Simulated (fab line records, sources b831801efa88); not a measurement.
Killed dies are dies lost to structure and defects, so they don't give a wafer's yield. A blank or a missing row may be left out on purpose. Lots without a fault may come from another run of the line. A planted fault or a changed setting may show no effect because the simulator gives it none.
Which tool did it? | flow sky130 | 15 lots, 45 wafers sampled, at 1 step of a route of 708

WHAT THE GAUGES READ, wafer by wafer
SKY_CAP2M_OVL_MEAS_12. Usual: CAP2M_OVL 0.4 nm, standard deviation 1.7.
lot  | measured     | on         | CAP2M_OVL (nm) | flag
L686 | day 42 14:15 | overlay-02 | -0.6 1.0 0.5   |
L687 | day 42 15:46 | overlay-01 | 1.2 1.2 0.7    |
L689 | day 43 08:14 | overlay-01 | 1.5 -0.5 -0.9  |
L690 | day 43 13:38 | overlay-02 | -0.3 -1.0 -1.1 |
L692 | day 44 00:06 | overlay-02 | 1.1 0.6 0.9    |
L694 | day 44 10:44 | overlay-01 | -0.6 -0.5 -0.4 |
L695 | day 44 17:25 | overlay-02 | 6.1 2.4 4.3    |
L696 | day 45 11:42 | overlay-02 | 1.0 1.1 0.4    |
L698 | day 45 16:17 | overlay-02 | 0.3 1.5 -0.7   |
L699 | day 45 18:18 | overlay-02 | -0.8 1.5 1.0   |
L703 | day 46 20:46 | overlay-01 | -0.4 -1.2 -1.6 |
L704 | day 46 22:18 | overlay-02 | 0.6 1.2 2.4    |
L705 | day 47 12:44 | overlay-01 | -0.4 -2.2 -1.1 |
L706 | day 47 13:54 | overlay-02 | 2.0 1.0 -0.3   |
L707 | day 47 18:57 | overlay-01 | -2.9 -1.1 -3.1 |

WHICH TOOL RAN EACH LOT (tool, then ch and the chambers of the sampled wafers, then the start)
The record holds no process step before these readings.

WHAT THE TOOLS THEMSELVES READ (means of the sampled wafers that have a number; where no wafer has one, the mark that the record gives instead)
The record holds no such reading with a usual standard deviation.

THE ANSWER, worked out from the rows above alone
Rule: a lot is off if the mean of its wafers that have a number lies more than 3 standard deviations from the usual mean. A lot without any number at a reading at which 4 lots or more have one is off too. The other lots that the step has rows for count as sound. The gauges are gone through in route order, then the tools' own readings, and for those a lot's mean is taken as printed above. The first step at which some lot is off is used, and at that step the reading that is off furthest; a lot without a number counts as furthest.
No lot is off at any reading shown: from this, nothing can be told.

WHAT THE SIMULATOR HAD PUT IN
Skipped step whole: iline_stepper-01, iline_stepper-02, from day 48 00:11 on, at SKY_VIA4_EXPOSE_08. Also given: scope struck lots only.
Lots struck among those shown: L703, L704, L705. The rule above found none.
